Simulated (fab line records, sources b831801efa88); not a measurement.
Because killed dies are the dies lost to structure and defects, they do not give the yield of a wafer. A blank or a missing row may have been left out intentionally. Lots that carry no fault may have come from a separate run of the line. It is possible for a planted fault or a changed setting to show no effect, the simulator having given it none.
A lot that was struck, set against a sound lot :: flow gf180mcu :: 16 out of 602 route steps
Sound: these wafers, L132.1, L132.5, L132.6. Struck: wafers L139.4, L139.5, L139.6. The cause is given at the end.
Each step with rows lists, per side, the tool, then ch with its chambers, then its first start. Under that, the readings that differ: sound wafers :: struck wafers :: difference of the means :: sigmas: that difference in standard deviations of wafers without a fault.
alike: readings whose means differ by less than 2 such deviations, and words and numbers that are the same on both sides. not compared: withheld readings, readings that some wafer has no value for, bounds like >300 that may hide the same value, and numbers for which the record gives no deviation and whose values overlap.
Wherever a step has rows on one side only, a row that says differs or no value, or a row with sigmas, the two part there. Numbers that don't overlap but have no deviation are shown without sigmas and don't part them. A reading that every wafer of one side lacks parts them only if that side has two wafers or more.

first, 1 step without rows for these wafers: GF_HV_LDD_IMPLANT_36.
GF_HV_LDD_STRIP_37: strips in O2/N2.
  sound on plasma-asher-02 ch 0,1, day 12 23:40; struck on plasma-asher-01 ch 0,1, day 15 08:38
reading: strip-time-to-endpoint-s (s)
sound: 12.66 12.70 12.64
struck: 12.56 12.56 12.59
difference: -0.10
sigmas: -3
  alike: drypump-motor-current-A, heater-power-w, oes-product-au
  not compared: rf-hours-counter-h
GF_HV_LDD_TW_MEAS_38:
  sound on film-metro-01, day 12 23:46; struck on film-metro-03, day 15 08:44
  alike: HV_LDD_3_TW
then, 7 steps without rows for these wafers: GF_HV_LDD_DEHYDRATE_39 (time 60 s); GF_HV_LDD_HMDS_40 (prime time 60 s); GF_HV_LDD_COAT_41 (resist thk 1000 nm); GF_HV_LDD_SOFTBAKE_42 (time 60 s); GF_HV_LDD_EXPOSE_43 (exposes mask Pplus HV AREA, target cd 400 nm); GF_HV_LDD_PEB_44; GF_HV_LDD_DEVELOP_45 (develop time 60 s).
GF_HV_LDD_CD_MEAS_46 targets a cd of 400 nm.
  sound on cd-sem-02, day 13 19:12; struck on cd-sem-02, day 16 05:37
reading: cd-nm (nm)
sound: 402.7 402.0 401.3
struck: 396.3 399.1 397.2
difference: -4.5
sigmas: -2
GF_HV_LDD_OVL_MEAS_47:
  sound on overlay-02, day 13 19:19; struck on overlay-01, day 16 05:41
  alike: HV_LDD_03_OVL
GF_HV_LDD_IMPLANT_48:
  struck on implanter-03, day 16 05:47; sound on implanter-02 ch 0, day 13 19:21
  no value came back on the struck wafers for beam-energy-keV, beam-on-s (s); on the sound wafers beam-energy-keV reads 24.999 24.990 24.987
GF_HV_LDD_STRIP_49: strips in O2/N2.
  sound on plasma-asher-02 ch 0,1, day 13 19:30; struck on plasma-asher-01 ch 0,1, day 16 05:53
  alike: drypump-motor-current-A, heater-power-w, oes-product-au, strip-time-to-endpoint-s
  not compared: rf-hours-counter-h
GF_HV_LDD_TW_MEAS_50:
  sound on film-metro-01, day 13 19:36; struck on film-metro-01, day 16 05:59
reading: HV_LDD_4_TW
sound: 572 570 572
struck: 30 30 30
difference: -541
sigmas: -99 or more
then, 1 step without rows for these wafers: GF_HV_LDD_CLEAN_51 (cleans in SC1/SC2, time 150 s).

WHERE THEY PART
First at GF_HV_LDD_STRIP_37; last, within this record, at GF_HV_LDD_TW_MEAS_50.

WHY: whatever the simulator had introduced
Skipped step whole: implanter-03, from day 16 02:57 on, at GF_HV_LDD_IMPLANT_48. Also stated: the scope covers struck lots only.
